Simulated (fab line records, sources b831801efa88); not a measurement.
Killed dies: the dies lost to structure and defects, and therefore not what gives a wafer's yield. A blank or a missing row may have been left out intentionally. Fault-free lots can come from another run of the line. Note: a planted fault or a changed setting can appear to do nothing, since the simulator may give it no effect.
Code-filled problem report in 8D (eight disciplines) form :: flow gf180mcu :: the parts of the form that need people (team, actions taken, sign-off) are left out

1. PROBLEM STATEMENT
Across 5 wafers from 3 lots, V4_W_RS at GF_V4_RS_MEAS_24 averages 0.238 ohm/sq, while fault-free wafers read 0.327 ohm/sq with a standard deviation of 0.0039. Relative to the usual mean, that is a shift of -23 standard deviations.
The step: measures by four-point-probe.
First seen on wafer L981.1, day 27 05:46, on film-metro-01. At this step, 33 wafers from 11 lots have a number in the record. Rule for "out", or "out of limits": more than 4 standard deviations from the usual mean. The other wafers with a number count as sound.

2. WHAT IT IS AND WHAT IT IS NOT
question: which readings at this step
is: V4_W_RS
is not: -

question: which lots
is: L981, L982, L984
is not: L975, L980, L983, L993, L994, L996, L997, L998

question: which wafers of those lots
is: L981.1, L982.1, L982.4, L984.4, L984.6
is not: L981.2, L981.6, L982.2, L984.1

question: read on which gauges
is: film-metro-01, film-metro-03
is not: film-metro-02

question: when
is: from day 27 05:46
is not: up to then (8 sound wafers); but 20 sound wafers of L982, L983, L984, L993, L994, L996, L997, L998 came after

3. THE SUSPECTS, EACH WITH WHAT RULES IT OUT
Counting: any tool at a process step up to the reading remains a suspect provided it ran every lot that is out. Sound lots after the first of them don't rule it out here, since some wafers of a struck lot are sound.
- the gauge at GF_V4_RS_MEAS_24 is ruled out. The wafers that are out were read on 2 gauges (film-metro-01, film-metro-03).
- pvd-sputter-01 at GF_M4_SPUTTER_01 (material TiN, target thk 30 nm, time 25 s): kept. It ran every lot that is out, first L981 (day 25 09:55).
- cvd-w-02 at GF_V4_CVD_23 (deposits W, target thk 350 nm, time 104.9 s): kept. Ran every lot that is out, first one L981 (day 27 05:40); last sound lot up to then L980 (day 26 22:02).
- Within cvd-w-02 at GF_V4_CVD_23, the wafers that are out were processed in chamber 0 and their sound lot-mates in chamber 1.
After counting, pvd-sputter-01 at GF_M4_SPUTTER_01 and cvd-w-02 at GF_V4_CVD_23 remain.

4. THE CAUSE (what the simulator had put in)
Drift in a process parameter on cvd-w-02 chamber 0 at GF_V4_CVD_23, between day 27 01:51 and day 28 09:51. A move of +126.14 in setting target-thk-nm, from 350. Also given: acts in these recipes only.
Counting leaves 2 suspects; this tool is one of them.

5. THE EFFECT CHAIN, in route order
Rows list readings where the struck wafers' mean (over those with a number) sits beyond 3 standard deviations from the usual. Scope: only readings with a usual standard deviation given in the record; hours: median across lots of the time from each lot's start at the first step in this table that gives one to its start at this step; sigmas: change in usual standard deviations.
hours: 0
step: GF_V4_RS_MEAS_24
reading: V4_W_RS
usual: 0.327 ohm/sq
on struck wafers: 0.238
change: -0.089
sigmas: -23

hours: 0
step: GF_V4_THK_MEAS_25
reading: V4_W_THK
usual: 360 nm
on struck wafers: 502
change: +142
sigmas: +24

hours: 0
step: GF_V4_CMP_26
reading: time-to-endpoint-s
usual: 83 s
on struck wafers: 113
change: +30
sigmas: +7.2
Process steps it contains:
- GF_V4_CMP_26: polishes, stops on SiO2, t overpolish 15 s, target thk 0 nm.

6. WHAT WOULD HAVE CAUGHT IT SOONER
In this record the first reading out of limits at a measuring or inspecting step was taken at day 27 05:46, 4 hours after the fault began at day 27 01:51.
Of the tool readings at GF_V4_CVD_23 for which the record gives a usual standard deviation, none was out on any struck wafer, so an alarm limit of 4 standard deviations on them would not have fired.
L982, L984, from the lots that are out (3), started GF_V4_CVD_23 on cvd-w-02 later than day 27 05:46. A hold on the tool at that time would have spared those 2.
